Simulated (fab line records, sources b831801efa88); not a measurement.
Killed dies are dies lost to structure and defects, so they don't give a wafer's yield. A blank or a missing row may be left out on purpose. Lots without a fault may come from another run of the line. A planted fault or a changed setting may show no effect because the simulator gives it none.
fab line records | flow gf180mcu
record lots=5 wafers=15 last_day=33
route steps=602 shown NWELL@46 LVPWELL@54 MVSD@66 MVPSD@78 VT_IMPLANT@90
lots that met no fault: from a run of the same line without faults
start_h: hours from the record's first day to the start of the lot's first wafer shown | wait_h: hours since the lot's step before | " the same as in the row above | L1.1+2: a row that stands for several wafers | - no value, or no start given | * or withheld: withheld | < > ~ a bound
route shown NAME@n: a module of which the file shows steps, and the number in the route of the first | usual: mean/standard deviation of fault-free wafers | same: alike in all rows | chamber/n: place in a boat | sites: the reading at each site | _std_site: their standard deviation | _edge_site: outer sites' mean less inner sites' | radius_mm: how far each site lies from the wafer's centre | mask NAME#n: copy n | behind: the tool/chamber that last shaped the wafer | hold: why the lot was held/for how many hours/how that ended | device: the transistor (n, p or np) that didn't switch | end of line: the same wafers' tests at the end of the route | a step without rows: its recipe alone | killed: dies lost to structure and defects at the first sort, not the wafer's yield | map: a wafer's dies, x killed, . not, _ none there
set.NAME: the setting as run; set.NAME@STEP: as run at that earlier step | model.NAME: the simulator's own value behind a step, which no gauge read
lots at some steps of the route; a table a step, a row a wafer
services: from which hour (start_h, from the record's first day; less than 0 if before it) a tool's chamber was out of use, for how many hours, and why
## steps
# step GF_NWELL_EXPOSE_04
# recipe mask_id=Nwell target_cd_nm=860 na=0.6 source_shape=conventional sigma_outer=0.6 dose_mj=260
# usual stage_vel_mm_s=500.00/0.22
# same sigma_outer=0.6
# columns lot.wafer tool chamber start_h wait_h mask stage_vel_mm_s
L075.1 iline_stepper-02 0 - - Nwell#0 499.93
L075.3 " 0 " " Nwell#0 499.89
L075.6 " 0 " " Nwell#0 499.74
L079.1 iline_stepper-01 0 - - Nwell#0 499.97
L079.2 " 0 " " Nwell#0 499.99
L079.4 " 0 " " Nwell#0 499.81
L088.2 iline_stepper-02 0 - - Nwell#0 499.98
L088.3 " 0 " " Nwell#0 500.01
L088.5 " 0 " " Nwell#0 500.08
L089.1 iline_stepper-02 0 - - Nwell#0 500.00
L089.4 " 0 " " Nwell#0 500.13
L089.5 " 0 " " Nwell#0 499.89
L091.1 iline_stepper-01 0 - - Nwell#0 499.73
L091.2 " 0 " " Nwell#0 499.48
L091.4 " 0 " " Nwell#0 499.85
# step GF_NWELL_PEB_05
# recipe temp_c=115 time_s=withheld
# columns lot.wafer tool chamber start_h wait_h
L075.1+3+6 litho_track-01 0 - -
L079.1+2+4 litho_track-03 0 - -
L088.2+3+5 litho_track-01 0 - -
L089.1+4+5 litho_track-01 0 - -
L091.1+2+4 litho_track-04 0 - -
# step GF_NWELL_DEVELOP_06
# recipe wall_angle_deg=90 develop_time_s=60 dev_temp_c=23
# same develop_time_s=60
# columns lot.wafer tool chamber start_h wait_h
L075.1+3+6 litho_track-01 0 - -
L079.1+2+4 litho_track-03 0 - -
L088.2+3+5 litho_track-01 0 - -
L089.1+4+5 litho_track-01 0 - -
L091.1+2+4 litho_track-04 0 - -
# step GF_NWELL_OVL_MEAS_07
# usual NWELL_OVL=-0.1/1.5
# columns lot.wafer tool chamber start_h wait_h NWELL_OVL[nm]
L075.1 overlay-02 - 60.59 - 0.7
L075.3 " - " " 1.7
L075.6 " - " " 1.4
L079.1 overlay-01 - 83.58 - -0.6
L079.2 " - " " 0.4
L079.4 " - " " -0.7
L088.2 overlay-01 - 131.50 - -0.3
L088.3 " - " " -1.2
L088.5 " - " " -0.7
L089.1 overlay-01 - 137.64 - 1.1
L089.4 " - " " 2.2
L089.5 " - " " 2.0
L091.1 overlay-01 - 149.92 - -1.6
L091.2 " - " " -2.1
L091.4 " - " " -2.8
# step GF_NWELL_IMPLANT_08
# recipe species=P energy_kev=450 dose_cm2=1.5e+13 tilt_deg=0
# columns lot.wafer tool chamber start_h wait_h
L075.1+3+6 implanter-03 0 60.63 0.0
L079.1+2+4 implanter-02 0 83.62 0.0
L088.2+3+5 implanter-02 0 131.55 0.0
L089.1+4+5 implanter-03 0 137.68 0.0
L091.1+2+4 implanter-04 0 149.96 0.0
# step GF_NWELL_IMPLANT_09
# recipe species=P energy_kev=160 dose_cm2=4e+12 tilt_deg=0
# columns lot.wafer tool chamber start_h wait_h
L075.1+3+6 implanter-03 0 60.78 0.1
L079.1+2+4 implanter-02 0 83.77 0.1
L088.2+3+5 implanter-02 0 131.70 0.1
L089.1+4+5 implanter-03 0 137.83 0.1
L091.1+2+4 implanter-04 0 150.11 0.1
# step GF_NWELL_STRIP_10
# recipe chemistry=O2/N2 power_w=1400 pressure_mtorr=1500 platen_temp_c=250 o2_flow_sccm=3000 n2_flow_sccm=300 overash_fraction=0.5
# usual drypump_motor_current_A=5.7/0.42 heater_power_w=367/35 o2_flow_sccm=3000/8.2 oes_product_au=0.723/0.0048 strip_time_to_endpoint_s=36.94/0.084
# columns lot.wafer tool chamber start_h wait_h drypump_motor_current_A heater_power_w o2_flow_sccm oes_product_au rf_hours_counter_h strip_time_to_endpoint_s
L075.1 plasma_asher-01 1 60.93 0.1 6.2 354 3007 0.722 44 36.99
L075.3 " 0 " " 5.9 362 3015 0.725 - 36.78
L075.6 " 0 " " 5.9 350 2992 0.728 - 36.89
L079.1 plasma_asher-04 0 83.92 0.1 5.7 331 2996 0.723 41 36.88
L079.2 " 1 " " 5.1 351 2991 0.720 41 37.00
L079.4 " 0 " " 5.7 329 2989 0.717 - 36.97
L088.2 plasma_asher-01 0 131.83 0.1 5.9 358 2992 0.718 51 36.95
L088.3 " 0 " " 6.0 355 3004 0.729 - 37.00
L088.5 " 0 " " 5.9 353 3017 0.731 - 37.01
L089.1 plasma_asher-03 0 137.98 0.1 5.7 362 3008 0.723 2 36.90
L089.4 " 1 " " 5.1 439 3013 0.722 - 36.87
L089.5 " 0 " " 5.7 368 2995 0.719 - 36.97
L091.1 plasma_asher-03 1 150.26 0.1 5.1 448 2988 0.718 4 36.99
L091.2 " 0 " " 5.7 375 3005 0.723 4 37.12
L091.4 " 1 " " 5.1 444 2995 0.724 - 37.06
# step GF_NWELL_TW_MEAS_11
# usual NWELL_TW=1573/14
# columns lot.wafer tool chamber start_h wait_h NWELL_TW
L075.1 film_metro-03 - 61.03 0.1 1583
L075.3 " - " " 1573
L075.6 " - " " 1578
L079.1 film_metro-03 - 84.02 0.1 1589
L079.2 " - " " 1587
L079.4 " - " " 1597
L088.2 film_metro-01 - 131.94 0.1 1577
L088.3 " - " " 1571
L088.5 " - " " 1581
L089.1 film_metro-03 - 138.08 0.1 1582
L089.4 " - " " 1571
L089.5 " - " " 1589
L091.1 film_metro-01 - 150.36 0.1 1562
L091.2 " - " " 1555
L091.4 " - " " 1557
# step GF_LVPWELL_DEHYDRATE_00
# recipe temp_c=200 time_s=60
# same time_s=60
# columns lot.wafer tool chamber start_h wait_h
L075.1+3+6 litho_track-04 0 67.28 6.2
L079.1+2+4 litho_track-01 0 90.14 6.1
L088.2+3+5 litho_track-04 0 138.90 7.0
L089.1+4+5 litho_track-04 0 145.27 7.2
L091.1+2+4 litho_track-04 0 157.37 7.0
# step GF_LVPWELL_HMDS_01
# recipe prime_time_s=60 prime_temp_c=120
# columns lot.wafer tool chamber start_h wait_h
L075.1+3+6 litho_track-04 0 67.43 0.1
L079.1+2+4 litho_track-01 0 90.29 0.1
L088.2+3+5 litho_track-04 0 139.05 0.1
L089.1+4+5 litho_track-04 0 145.42 0.1
L091.1+2+4 litho_track-04 0 157.52 0.1
# step GF_LVPWELL_COAT_02
# recipe spin_rpm=2000 resist_thk_nm=3000
# columns lot.wafer tool chamber start_h wait_h
L075.1+3+6 litho_track-04 0 67.58 0.1
L079.1+2+4 litho_track-01 0 90.44 0.1
L088.2+3+5 litho_track-04 0 139.20 0.1
L089.1+4+5 litho_track-04 0 145.57 0.1
L091.1+2+4 litho_track-04 0 157.67 0.1
# step GF_LVPWELL_SOFTBAKE_03
# recipe temp_c=110 time_s=withheld
# columns lot.wafer tool chamber start_h wait_h
L075.1+3+6 litho_track-04 0 67.73 0.1
L079.1+2+4 litho_track-01 0 90.59 0.1
L088.2+3+5 litho_track-04 0 139.36 0.1
L089.1+4+5 litho_track-04 0 145.72 0.1
L091.1+2+4 litho_track-04 0 157.82 0.1
# step GF_LVPWELL_EXPOSE_04
# recipe mask_id=LVPWELL target_cd_nm=600 na=0.6 source_shape=conventional sigma_outer=0.6 dose_mj=260
# usual stage_vel_mm_s=499.99/0.26
# same sigma_outer=0.6
# columns lot.wafer tool chamber start_h wait_h mask stage_vel_mm_s
L075.1 iline_stepper-02 0 - - LVPWELL#0 500.28
L075.3 " 0 " " LVPWELL#0 500.61
L075.6 " 0 " " LVPWELL#0 500.24
L079.1 iline_stepper-02 0 - - LVPWELL#0 499.97
L079.2 " 0 " " LVPWELL#0 499.89
L079.4 " 0 " " LVPWELL#0 499.72
L088.2 iline_stepper-02 0 - - LVPWELL#0 500.21
L088.3 " 0 " " LVPWELL#0 500.32
L088.5 " 0 " " LVPWELL#0 499.73
L089.1 iline_stepper-02 0 - - LVPWELL#0 499.83
L089.4 " 0 " " LVPWELL#0 500.02
L089.5 " 0 " " LVPWELL#0 499.66
L091.1 iline_stepper-01 0 - - LVPWELL#0 499.98
L091.2 " 0 " " LVPWELL#0 499.93
L091.4 " 0 " " LVPWELL#0 500.07
# step GF_LVPWELL_PEB_05
# recipe temp_c=115 time_s=withheld
# columns lot.wafer tool chamber start_h wait_h
L075.1+3+6 litho_track-01 0 - -
L079.1+2+4 litho_track-01 0 - -
L088.2+3+5 litho_track-04 0 - -
L089.1+4+5 litho_track-02 0 - -
L091.1+2+4 litho_track-04 0 - -
# step GF_LVPWELL_DEVELOP_06
# recipe wall_angle_deg=90 develop_time_s=60 dev_temp_c=23
# same develop_time_s=60
# columns lot.wafer tool chamber start_h wait_h
L075.1+3+6 litho_track-01 0 - -
L079.1+2+4 litho_track-01 0 - -
L088.2+3+5 litho_track-04 0 - -
L089.1+4+5 litho_track-02 0 - -
L091.1+2+4 litho_track-04 0 - -
# step GF_LVPWELL_OVL_MEAS_07
# usual LVPWELL_OVL=-0.5/1.3
# columns lot.wafer tool chamber start_h wait_h LVPWELL_OVL[nm]
L075.1 overlay-01 - 74.29 - 0.7
L075.3 " - " " -1.1
L075.6 " - " " 0.3
L079.1 overlay-02 - 97.94 - -0.3
L079.2 " - " " -2.1
L079.4 " - " " -0.6
L088.2 overlay-02 - 147.63 - -1.0
L088.3 " - " " -1.3
L088.5 " - " " -0.4
L089.1 overlay-01 - 153.76 - 0.3
L089.4 " - " " -1.1
L089.5 " - " " 0.3
L091.1 overlay-02 - 165.57 - 1.0
L091.2 " - " " -1.4
L091.4 " - " " 1.8
# step GF_LVPWELL_IMPLANT_08
# recipe species=B energy_kev=170 dose_cm2=1.5e+13 tilt_deg=0
# columns lot.wafer tool chamber start_h wait_h
L075.1+3+6 implanter-03 0 74.33 0.0
L079.1+2+4 implanter-01 0 97.98 0.0
L088.2+3+5 implanter-01 0 147.68 0.0
L089.1+4+5 implanter-03 0 153.80 0.0
L091.1+2+4 implanter-03 0 165.61 0.0
# step GF_LVPWELL_IMPLANT_09
# recipe species=B energy_kev=60 dose_cm2=5e+12 tilt_deg=0
# columns lot.wafer tool chamber start_h wait_h
L075.1+3+6 implanter-03 0 74.48 0.1
L079.1+2+4 implanter-01 0 98.13 0.1
L088.2+3+5 implanter-01 0 147.83 0.1
L089.1+4+5 implanter-03 0 153.95 0.1
L091.1+2+4 implanter-03 0 165.76 0.1
# step GF_LVPWELL_STRIP_10
# recipe chemistry=O2/N2 power_w=1400 pressure_mtorr=1500 platen_temp_c=250 o2_flow_sccm=3000 n2_flow_sccm=300 overash_fraction=0.5
# usual drypump_motor_current_A=5.6/0.5 heater_power_w=358/36 o2_flow_sccm=3000/8.9 oes_product_au=0.723/0.0045 strip_time_to_endpoint_s=36.89/0.086
# columns lot.wafer tool chamber start_h wait_h drypump_motor_current_A heater_power_w o2_flow_sccm oes_product_au rf_hours_counter_h strip_time_to_endpoint_s
L075.1 plasma_asher-04 1 74.63 0.1 5.1 348 3015 0.727 41 36.89
L075.3 " 1 " " 5.1 343 3008 0.715 - 36.97
L075.6 " 0 " " 5.7 330 2986 0.722 - 36.95
L079.1 plasma_asher-03 0 98.28 0.1 5.7 363 2996 0.720 44 36.85
L079.2 " 1 " " 5.0 457 2987 0.730 44 36.88
L079.4 " 0 " " 5.7 375 2998 0.717 - 36.80
L088.2 plasma_asher-02 1 147.96 0.1 6.0 348 3003 0.727 33 36.90
L088.3 " 0 " " 6.5 347 2995 0.719 - 36.90
L088.5 " 1 " " 6.1 337 3000 0.727 - 36.65
L089.1 plasma_asher-04 1 154.10 0.1 5.1 347 3007 0.718 49 36.87
L089.4 " 0 " " 5.7 335 3022 0.729 - 36.85
L089.5 " 1 " " 5.1 348 2994 0.714 - 36.88
L091.1 plasma_asher-04 1 165.91 0.1 5.1 349 3021 0.722 50 36.99
L091.2 " 0 " " 5.7 337 3009 0.722 50 36.93
L091.4 " 1 " " 5.1 342 3008 0.728 - 36.99
# step GF_LVPWELL_TW_MEAS_11
# usual LVPWELL_TW=561/4.7
# columns lot.wafer tool chamber start_h wait_h LVPWELL_TW
L075.1 film_metro-01 - 74.73 0.1 557
L075.3 " - " " 553
L075.6 " - " " 552
L079.1 film_metro-01 - 98.38 0.1 559
L079.2 " - " " 559
L079.4 " - " " 558
L088.2 film_metro-03 - 148.07 0.1 565
L088.3 " - " " 566
L088.5 " - " " 563
L089.1 film_metro-02 - 154.20 0.1 563
L089.4 " - " " 563
L089.5 " - " " 562
L091.1 film_metro-03 - 166.01 0.1 565
L091.2 " - " " 567
L091.4 " - " " 567
# step GF_MVSD_DEHYDRATE_00
# recipe temp_c=200 time_s=60
# same time_s=60
# columns lot.wafer tool chamber start_h wait_h
L075.1+3+6 litho_track-02 0 81.71 7.0
L079.1+2+4 litho_track-04 0 104.57 6.2
L088.2+3+5 litho_track-02 0 154.74 6.7
L089.1+4+5 litho_track-04 0 161.77 7.6
L091.1+2+4 litho_track-03 0 173.53 7.5
# step GF_MVSD_HMDS_01
# recipe prime_time_s=60 prime_temp_c=120
# columns lot.wafer tool chamber start_h wait_h
L075.1+3+6 litho_track-02 0 81.86 0.1
L079.1+2+4 litho_track-04 0 104.72 0.1
L088.2+3+5 litho_track-02 0 154.89 0.1
L089.1+4+5 litho_track-04 0 161.92 0.1
L091.1+2+4 litho_track-03 0 173.68 0.1
# step GF_MVSD_COAT_02
# recipe spin_rpm=2000 resist_thk_nm=3000
# columns lot.wafer tool chamber start_h wait_h
L075.1+3+6 litho_track-02 0 82.01 0.1
L079.1+2+4 litho_track-04 0 104.87 0.1
L088.2+3+5 litho_track-02 0 155.04 0.1
L089.1+4+5 litho_track-04 0 162.07 0.1
L091.1+2+4 litho_track-03 0 173.83 0.1
# step GF_MVSD_SOFTBAKE_03
# recipe temp_c=110 time_s=withheld
# columns lot.wafer tool chamber start_h wait_h
L075.1+3+6 litho_track-02 0 82.16 0.1
L079.1+2+4 litho_track-04 0 105.02 0.1
L088.2+3+5 litho_track-02 0 155.20 0.1
L089.1+4+5 litho_track-04 0 162.22 0.1
L091.1+2+4 litho_track-03 0 173.98 0.1
# step GF_MVSD_EXPOSE_04
# recipe mask_id=MVSD target_cd_nm=1000 na=0.6 source_shape=conventional sigma_outer=0.6 dose_mj=260
# usual stage_vel_mm_s=500.03/0.21
# same sigma_outer=0.6
# columns lot.wafer tool chamber start_h wait_h mask stage_vel_mm_s
L075.1 iline_stepper-01 0 - - MVSD#0 500.38
L075.3 " 0 " " MVSD#0 500.40
L075.6 " 0 " " MVSD#0 500.23
L079.1 iline_stepper-02 0 - - MVSD#0 499.91
L079.2 " 0 " " MVSD#0 499.77
L079.4 " 0 " " MVSD#0 499.82
L088.2 iline_stepper-02 0 - - MVSD#0 500.00
L088.3 " 0 " " MVSD#0 500.15
L088.5 " 0 " " MVSD#0 499.91
L089.1 iline_stepper-02 0 - - MVSD#0 499.87
L089.4 " 0 " " MVSD#0 499.79
L089.5 " 0 " " MVSD#0 499.82
L091.1 iline_stepper-02 0 - - MVSD#0 499.94
L091.2 " 0 " " MVSD#0 500.45
L091.4 " 0 " " MVSD#0 500.20
# step GF_MVSD_PEB_05
# recipe temp_c=115 time_s=withheld
# columns lot.wafer tool chamber start_h wait_h
L075.1+3+6 litho_track-03 0 - -
L079.1+2+4 litho_track-03 0 - -
L088.2+3+5 litho_track-02 0 - -
L089.1+4+5 litho_track-04 0 - -
L091.1+2+4 litho_track-03 0 - -
# step GF_MVSD_DEVELOP_06
# recipe wall_angle_deg=90 develop_time_s=60 dev_temp_c=23
# same develop_time_s=60
# columns lot.wafer tool chamber start_h wait_h
L075.1+3+6 litho_track-03 0 - -
L079.1+2+4 litho_track-03 0 - -
L088.2+3+5 litho_track-02 0 - -
L089.1+4+5 litho_track-04 0 - -
L091.1+2+4 litho_track-03 0 - -
# step GF_MVSD_OVL_MEAS_07
# usual MVSD_OVL=0.1/1.3
# columns lot.wafer tool chamber start_h wait_h MVSD_OVL[nm]
L075.1 overlay-01 - 89.08 - 1.4
L075.3 " - " " 0.9
L075.6 " - " " 1.3
L079.1 overlay-01 - 111.98 - -0.3
L079.2 " - " " -1.7
L079.4 " - " " -1.4
L088.2 overlay-02 - 163.27 - 1.4
L088.3 " - " " 2.5
L088.5 " - " " 2.2
L089.1 overlay-02 - 170.27 - 0.6
L089.4 " - " " 1.4
L089.5 " - " " -1.0
L091.1 overlay-01 - 182.88 - 1.6
L091.2 " - " " 1.7
L091.4 " - " " 1.8
# step GF_MVSD_IMPLANT_08
# recipe species=P energy_kev=400 dose_cm2=1.6e+13 tilt_deg=0
# columns lot.wafer tool chamber start_h wait_h
L075.1+3+6 implanter-01 0 89.12 0.0
L079.1+2+4 implanter-02 0 112.01 0.0
L088.2+3+5 implanter-03 0 163.32 0.0
L089.1+4+5 implanter-01 0 170.31 0.0
L091.1+2+4 implanter-03 0 182.91 0.0
# step GF_MVSD_IMPLANT_09
# recipe species=P energy_kev=100 dose_cm2=5e+12 tilt_deg=0
# columns lot.wafer tool chamber start_h wait_h
L075.1+3+6 implanter-01 0 89.27 0.1
L079.1+2+4 implanter-02 0 112.16 0.1
L088.2+3+5 implanter-03 0 163.47 0.1
L089.1+4+5 implanter-01 0 170.46 0.1
L091.1+2+4 implanter-03 0 183.06 0.1
# step GF_MVSD_STRIP_10
# recipe chemistry=O2/N2 power_w=1400 pressure_mtorr=1500 platen_temp_c=250 o2_flow_sccm=3000 n2_flow_sccm=300 overash_fraction=0.5
# usual drypump_motor_current_A=6.0/0.42 heater_power_w=346/8.6 o2_flow_sccm=2999/9.3 oes_product_au=0.722/0.0044 strip_time_to_endpoint_s=36.93/0.098
# columns lot.wafer tool chamber start_h wait_h drypump_motor_current_A heater_power_w o2_flow_sccm oes_product_au rf_hours_counter_h strip_time_to_endpoint_s
L075.1 plasma_asher-02 1 89.42 0.1 6.1 335 2996 0.731 28 36.83
L075.3 " 0 " " 6.4 349 2988 0.726 - 36.91
L075.6 " 1 " " 6.0 340 2995 0.726 - 36.83
L079.1 plasma_asher-01 1 112.31 0.1 6.2 350 3013 0.716 49 36.87
L079.2 " 0 " " 6.0 357 2997 0.728 49 36.85
L079.4 " 0 " " 6.0 360 2997 0.723 - 36.80
L088.2 plasma_asher-02 1 163.60 0.1 6.1 343 2991 0.721 35 36.90
L088.3 " 0 " " 6.5 349 2995 0.723 - 36.83
L088.5 " 0 " " 6.5 349 3009 0.725 - 36.85
L089.1 plasma_asher-01 1 170.61 0.1 6.2 358 2999 0.727 56 36.94
L089.4 " 0 " " 6.0 362 2998 0.725 - 36.99
L089.5 " 1 " " 6.2 358 3001 0.727 - 36.99
L091.1 plasma_asher-04 1 183.21 0.1 5.1 349 2997 0.717 52 36.91
L091.2 " 0 " " 5.7 331 3031 0.717 52 36.89
L091.4 " 1 " " 5.1 341 3003 0.719 - 37.00
# step GF_MVSD_TW_MEAS_11
# usual MVSD_TW=1586/14
# columns lot.wafer tool chamber start_h wait_h MVSD_TW
L075.1 film_metro-03 - 89.52 0.1 1597
L075.3 " - " " 1594
L075.6 " - " " 1590
L079.1 film_metro-03 - 112.41 0.1 1591
L079.2 " - " " 1600
L079.4 " - " " 1590
L088.2 film_metro-03 - 163.71 0.1 1597
L088.3 " - " " 1598
L088.5 " - " " 1603
L089.1 film_metro-03 - 170.71 0.1 1601
L089.4 " - " " 1591
L089.5 " - " " 1604
L091.1 film_metro-02 - 183.31 0.1 1564
L091.2 " - " " 1555
L091.4 " - " " 1565
# step GF_MVPSD_DEHYDRATE_00
# recipe temp_c=200 time_s=60
# same time_s=60
# columns lot.wafer tool chamber start_h wait_h
L075.1+3+6 litho_track-01 0 96.04 6.5
L079.1+2+4 litho_track-01 0 119.04 6.6
L088.2+3+5 litho_track-02 0 170.74 7.0
L089.1+4+5 litho_track-02 0 178.06 7.3
L091.1+2+4 litho_track-03 0 190.68 7.4
# step GF_MVPSD_HMDS_01
# recipe prime_time_s=60 prime_temp_c=120
# columns lot.wafer tool chamber start_h wait_h
L075.1+3+6 litho_track-01 0 96.19 0.1
L079.1+2+4 litho_track-01 0 119.19 0.1
L088.2+3+5 litho_track-02 0 170.89 0.1
L089.1+4+5 litho_track-02 0 178.21 0.1
L091.1+2+4 litho_track-03 0 190.83 0.1
# step GF_MVPSD_COAT_02
# recipe spin_rpm=2000 resist_thk_nm=3000
# columns lot.wafer tool chamber start_h wait_h
L075.1+3+6 litho_track-01 0 96.34 0.1
L079.1+2+4 litho_track-01 0 119.34 0.1
L088.2+3+5 litho_track-02 0 171.04 0.1
L089.1+4+5 litho_track-02 0 178.36 0.1
L091.1+2+4 litho_track-03 0 190.98 0.1
# step GF_MVPSD_SOFTBAKE_03
# recipe temp_c=110 time_s=withheld
# columns lot.wafer tool chamber start_h wait_h
L075.1+3+6 litho_track-01 0 96.49 0.1
L079.1+2+4 litho_track-01 0 119.49 0.1
L088.2+3+5 litho_track-02 0 171.20 0.1
L089.1+4+5 litho_track-02 0 178.51 0.1
L091.1+2+4 litho_track-03 0 191.13 0.1
# step GF_MVPSD_EXPOSE_04
# recipe mask_id=MVPSD target_cd_nm=1000 na=0.6 source_shape=conventional sigma_outer=0.6 dose_mj=260
# usual stage_vel_mm_s=500.02/0.25
# same sigma_outer=0.6
# columns lot.wafer tool chamber start_h wait_h mask stage_vel_mm_s
L075.1 iline_stepper-02 0 - - MVPSD#0 500.28
L075.3 " 0 " " MVPSD#0 500.36
L075.6 " 0 " " MVPSD#0 500.16
L079.1 iline_stepper-02 0 - - MVPSD#0 500.51
L079.2 " 0 " " MVPSD#0 500.14
L079.4 " 0 " " MVPSD#0 500.01
L088.2 iline_stepper-02 0 - - MVPSD#0 500.51
L088.3 " 0 " " MVPSD#0 500.43
L088.5 " 0 " " MVPSD#0 500.29
L089.1 iline_stepper-01 0 - - MVPSD#0 499.61
L089.4 " 0 " " MVPSD#0 499.87
L089.5 " 0 " " MVPSD#0 500.19
L091.1 iline_stepper-01 0 - - MVPSD#0 499.82
L091.2 " 0 " " MVPSD#0 499.83
L091.4 " 0 " " MVPSD#0 499.90
# step GF_MVPSD_PEB_05
# recipe temp_c=115 time_s=withheld
# columns lot.wafer tool chamber start_h wait_h
L075.1+3+6 litho_track-02 0 - -
L079.1+2+4 litho_track-01 0 - -
L088.2+3+5 litho_track-01 0 - -
L089.1+4+5 litho_track-02 0 - -
L091.1+2+4 litho_track-02 0 - -
# step GF_MVPSD_DEVELOP_06
# recipe wall_angle_deg=90 develop_time_s=60 dev_temp_c=23
# same develop_time_s=60
# columns lot.wafer tool chamber start_h wait_h
L075.1+3+6 litho_track-02 0 - -
L079.1+2+4 litho_track-01 0 - -
L088.2+3+5 litho_track-01 0 - -
L089.1+4+5 litho_track-02 0 - -
L091.1+2+4 litho_track-02 0 - -
# step GF_MVPSD_OVL_MEAS_07
# usual MVPSD_OVL=-0.4/1.5
# columns lot.wafer tool chamber start_h wait_h MVPSD_OVL[nm]
L075.1 overlay-01 - 103.41 - 0.0
L075.3 " - " " 0.9
L075.6 " - " " -1.6
L079.1 overlay-02 - 127.14 - 1.4
L079.2 " - " " -0.9
L079.4 " - " " 0.5
L088.2 overlay-01 - 179.64 - -1.4
L088.3 " - " " -1.5
L088.5 " - " " -1.8
L089.1 overlay-01 - 187.01 - -1.1
L089.4 " - " " -1.1
L089.5 " - " " -1.0
L091.1 overlay-02 - 199.61 - -0.2
L091.2 " - " " -0.3
L091.4 " - " " 2.7
# step GF_MVPSD_IMPLANT_08
# recipe species=B energy_kev=170 dose_cm2=1.5e+13 tilt_deg=0
# columns lot.wafer tool chamber start_h wait_h
L075.1+3+6 implanter-04 0 103.45 0.0
L079.1+2+4 implanter-01 0 127.18 0.0
L088.2+3+5 implanter-04 0 179.70 0.0
L089.1+4+5 implanter-02 0 187.05 0.0
L091.1+2+4 implanter-04 0 199.65 0.0
# step GF_MVPSD_IMPLANT_09
# recipe species=B energy_kev=40 dose_cm2=5e+12 tilt_deg=0
# columns lot.wafer tool chamber start_h wait_h
L075.1+3+6 implanter-04 0 103.60 0.1
L079.1+2+4 implanter-01 0 127.33 0.1
L088.2+3+5 implanter-04 0 179.85 0.1
L089.1+4+5 implanter-02 0 187.20 0.1
L091.1+2+4 implanter-04 0 199.80 0.1
# step GF_MVPSD_STRIP_10
# recipe chemistry=O2/N2 power_w=1400 pressure_mtorr=1500 platen_temp_c=250 o2_flow_sccm=3000 n2_flow_sccm=300 overash_fraction=0.5
# usual drypump_motor_current_A=5.7/0.49 heater_power_w=385/38 o2_flow_sccm=3002/8.7 oes_product_au=0.723/0.0051 strip_time_to_endpoint_s=36.90/0.1
# columns lot.wafer tool chamber start_h wait_h drypump_motor_current_A heater_power_w o2_flow_sccm oes_product_au rf_hours_counter_h strip_time_to_endpoint_s
L075.1 plasma_asher-01 1 103.75 0.1 6.2 357 3012 0.724 48 36.84
L075.3 " 1 " " 6.2 357 2997 0.722 - 36.91
L075.6 " 0 " " 5.9 353 3007 0.726 - 36.83
L079.1 plasma_asher-03 1 127.48 0.1 5.1 426 2997 0.726 1 37.04
L079.2 " 0 " " 5.7 377 3002 0.721 1 37.04
L079.4 " 0 " " 5.7 388 2992 0.718 - 37.10
L088.2 plasma_asher-03 1 179.97 0.1 5.0 442 2989 0.726 6 36.85
L088.3 " 1 " " 5.0 439 2995 0.717 - 36.90
L088.5 " 1 " " 5.0 443 3009 0.725 - 36.82
L089.1 plasma_asher-02 1 187.35 0.1 6.0 345 2992 0.719 37 36.89
L089.4 " 1 " " 6.1 341 3017 0.706 - 36.90
L089.5 " 1 " " 6.0 337 3011 0.740 - 36.80
L091.1 plasma_asher-02 1 199.95 0.1 6.1 338 3012 0.721 39 36.91
L091.2 " 0 " " 6.5 347 2990 0.727 39 36.94
L091.4 " 0 " " 6.5 356 2995 0.725 - 37.02
# step GF_MVPSD_TW_MEAS_11
# usual MVPSD_TW=554/4.8
# columns lot.wafer tool chamber start_h wait_h MVPSD_TW
L075.1 film_metro-03 - 103.85 0.1 559
L075.3 " - " " 560
L075.6 " - " " 557
L079.1 film_metro-02 - 127.58 0.1 555
L079.2 " - " " 553
L079.4 " - " " 552
L088.2 film_metro-01 - 180.08 0.1 547
L088.3 " - " " 549
L088.5 " - " " 550
L089.1 film_metro-01 - 187.45 0.1 549
L089.4 " - " " 548
L089.5 " - " " 548
L091.1 film_metro-02 - 200.05 0.1 552
L091.2 " - " " 553
L091.4 " - " " 556
# step GF_VT_IMPLANT_DEHYDRATE_00
# recipe temp_c=200 time_s=60
# same time_s=60
# columns lot.wafer tool chamber start_h wait_h
L075.1+3+6 litho_track-04 0 111.02 7.2
L079.1+2+4 litho_track-03 0 134.38 6.8
L088.2+3+5 litho_track-04 0 187.90 7.8
L089.1+4+5 litho_track-01 0 194.99 7.5
L091.1+2+4 litho_track-04 0 207.87 7.8
# step GF_VT_IMPLANT_HMDS_01
# recipe prime_time_s=60 prime_temp_c=120
# columns lot.wafer tool chamber start_h wait_h
L075.1+3+6 litho_track-04 0 111.17 0.1
L079.1+2+4 litho_track-03 0 134.53 0.1
L088.2+3+5 litho_track-04 0 188.05 0.1
L089.1+4+5 litho_track-01 0 195.14 0.1
L091.1+2+4 litho_track-04 0 208.02 0.1
# step GF_VT_IMPLANT_COAT_02
# recipe resist=NOVOLAK spin_rpm=3000 resist_thk_nm=1000
# columns lot.wafer tool chamber start_h wait_h
L075.1+3+6 litho_track-04 0 111.32 0.1
L079.1+2+4 litho_track-03 0 134.68 0.1
L088.2+3+5 litho_track-04 0 188.20 0.1
L089.1+4+5 litho_track-01 0 195.29 0.1
L091.1+2+4 litho_track-04 0 208.17 0.1
## services
# columns tool chamber start_h hours kind
implanter-04 - 39.55 3.9 repair
iline_stepper-01 - 43.84 28.9 pm
plasma_asher-04 - 51.72 2.8 repair
implanter-02 - 61.56 2.3 pm
implanter-02 - 71.42 4.6 pm
iline_stepper-02 - 80.92 4.4 pm
implanter-02 - 89.75 2.9 repair
iline_stepper-01 - 100.85 4.4 pm
plasma_asher-03 - 108.75 9.0 pm
plasma_asher-03 0 108.75 9.0 vent_cycle
implanter-02 - 120.07 3.9 repair
implanter-04 - 126.27 4.3 pm
implanter-01 - 132.44 8.9 repair
plasma_asher-02 - 137.15 7.5 pm
iline_stepper-02 - 146.04 1.7 pm
implanter-04 - 151.54 1.3 repair
iline_stepper-02 - 155.70 5.9 repair
implanter-04 - 165.41 1.1 repair
iline_stepper-01 - 174.53 1.7 pm
iline_stepper-02 - 189.97 4.2 repair
plasma_asher-01 - 192.20 2.6 repair
implanter-01 - 192.82 2.2 repair
iline_stepper-01 - 196.93 1.6 repair
implanter-03 - 199.03 6.1 pm
## key
fault none
